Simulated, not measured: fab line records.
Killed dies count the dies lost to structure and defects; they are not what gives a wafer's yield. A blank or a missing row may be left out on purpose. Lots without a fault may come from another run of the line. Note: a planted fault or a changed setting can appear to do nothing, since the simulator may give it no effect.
Problem report in the 8D (eight disciplines) form, filled by code | flow gf180mcu | the parts of the form that need people (team, actions taken, sign-off) are left out

## 1. THE PROBLEM
At GF_HV_LDD_IMPLANT_48, doseIonsCm2 averages 3e+13 over 6 wafers from 2 lots, while fault-free wafers read 3e+13, standard deviation 3.3e+10. That is -33 standard deviations from the usual mean.
First seen on wafer L770.2, day 15 18:29, on implanter-04. The record holds 18 wafers of 6 lots with a number at this step. Rule for "out", or "out of limits": more than 4 standard deviations from the usual mean. The rest of the wafers with a number are treated as sound.

## 2. WHAT IT IS, AND WHAT IT ISN'T
question                    | is                     | is not
which readings at this step | doseIonsCm2            | -
which lots                  | L770, L771             | L763, L775, L776, L782
which wafers of those lots  | all that have a number | -
read on which tools         | implanter-04           | implanter-01, implanter-03
when                        | from day 15 18:29      | up to then (3 sound wafers); but 9 sound wafers of L775, L776, L782 came after

## 3. WHAT RULES OUT EACH SUSPECT
Counting: a tool at any process step up to the reading remains a suspect when it ran all the lots that are out and ran no sound lot after the first of those.
- implanter-04 at GF_HV_LDD_IMPLANT_48: ruled out as a lasting fault. Following L770 (day 15 18:29), the first lot on it that is out, the sound lots L782 were run on it.
Left after counting: nothing in the record.

## 4. THE CAUSE (what the simulator had put in)
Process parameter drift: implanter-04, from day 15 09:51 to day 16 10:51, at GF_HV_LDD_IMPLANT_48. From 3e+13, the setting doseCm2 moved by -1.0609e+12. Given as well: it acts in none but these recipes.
Counting ruled it out, wrongly.

## 5. THE EFFECT CHAIN, in route order
Each row: a reading whose mean over the struck wafers that have a number lies more than 3 standard deviations from the usual. Readings are gone through only where the record gives a usual standard deviation; hours: the median, over the lots, of the time from a lot's start at the first step in this table giving one to that lot's start at this step; sigmas: the change measured in usual standard deviations.
hours | step                 | reading     | usual | on struck wafers | change | sigmas
0     | GF_HV_LDD_IMPLANT_48 | doseIonsCm2 | 3e+13 | 3e+13            | -1e+12 | -33
The process steps in it:
- GF_HV_LDD_IMPLANT_48

## 6. WHAT WOULD HAVE CAUGHT IT SOONER
In this record the first reading out of limits was taken at day 15 18:29, 9 hours after the fault began at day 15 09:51.
